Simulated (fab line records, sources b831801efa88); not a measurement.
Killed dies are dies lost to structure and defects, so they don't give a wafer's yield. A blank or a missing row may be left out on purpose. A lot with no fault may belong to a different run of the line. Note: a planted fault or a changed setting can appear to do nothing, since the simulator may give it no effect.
One fault seen from 2 desks | flow sky130 | what lay behind the numbers comes last; until then each desk has only its own

## TOOL OWNER'S DESK, rie diel-04
The tool's own readings at SKY_LI_CONTACT_ETCH_14 (etches BARC in N2/H2, stops on SiO2, time 45.9 s, target depth 60 nm): means of the sampled wafers that have a number, for each lot that ran on this tool. The brackets show how far a lot's mean lies from the usual mean; more than 4 standard deviations puts the lot out of limits, marked OUT.
Columns: A = bias w at SKY_LI_CONTACT_ETCH_14, usual 100.0 W; B = drypump motor current A at SKY_LI_CONTACT_ETCH_14, usual 5.9 A; C = oes product au at SKY_LI_CONTACT_ETCH_14, usual 0.855 a.u.; D = throttle valve pct at SKY_LI_CONTACT_ETCH_14, usual 13.225 %
lot  | first seen here | A               | B   | C     | D
L220 | day 30 15:54    | 100.1           | 5.8 | 0.854 | 13.224
L221 | day 30 17:48    | 100.0           | 5.9 | 0.857 | 13.229
L222 | day 31 03:56    | 100.0           | 5.9 | 0.855 | 13.223
L226 | day 32 01:35    | 100.3           | 6.1 | 0.859 | 13.232
L228 | day 33 01:16    | 99.6            | 5.9 | 0.857 | 13.233
L232 | day 34 02:15    | 99.8            | 6.1 | 0.859 | 13.229
L235 | day 34 16:54    | 98.6 (-4.5) OUT | 6.1 | 0.856 | 13.221
This desk's finding: out of limits on L235; first on L235, day 34 16:54 (bias w at SKY_LI_CONTACT_ETCH_14). In limits: L220, L221, L222, L226, L228, L232.

## THE METROLOGY DESK
Means of the sampled wafers that have a number, per lot and without regard to the tool the lot ran on: this is what the gauges read. The brackets show how far a lot's mean lies from the usual mean; more than 4 standard deviations puts the lot out of limits, marked OUT.
Columns: A = LI_CONTACT_OVL at SKY_LI_CONTACT_OVL_MEAS_13, usual -4 nm; B = LOCAL_INTERCONNECT_TIN_RS at SKY_LOCAL_INTERCONNECT_RS_MEAS_01, usual 14.15 ohm/sq
lot  | first seen here | A  | B
L220 | day 30 15:52    | -1 | 14.21
L221 | day 30 17:46    | 1  | 14.15
L222 | day 31 03:54    | -6 | 14.10
L223 | day 31 16:04    | -1 | 14.06
L224 | day 31 22:13    | 2  | 14.10
L226 | day 32 01:33    | -1 | 14.06
L228 | day 33 01:13    | -6 | 14.21
L232 | day 34 02:13    | -3 | 14.18
L235 | day 34 16:52    | -3 | 14.34
L238 | day 36 00:16    | -1 | 14.06
L239 | day 36 09:44    | -3 | 14.04
L241 | day 36 12:38    | -9 | 14.27
L240 | day 36 16:41    | -3 | 14.02
Finding of this desk: none of the 13 lots has anything out of limits.

## ALL TOGETHER
On L235, at day 34 16:54, an alarm was possible from the tool owner's desk.
At the metrology desk, nothing out of limits was observed.
The metrology desk has L235 on record, within its limits.
Every lot named ran SKY_LI_CONTACT_ETCH_14 on rie diel-04.

## WHAT WAS PUT IN BY THE SIMULATOR
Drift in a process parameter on rie diel-04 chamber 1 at SKY_LI_CONTACT_ETCH_14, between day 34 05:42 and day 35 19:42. From 100, the setting bias w moved by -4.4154. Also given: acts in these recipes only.
Struck lots among those shown: L235.
Time in hours from fault onset to the first out-of-limits reading at each desk: the tool owner's desk, 11.
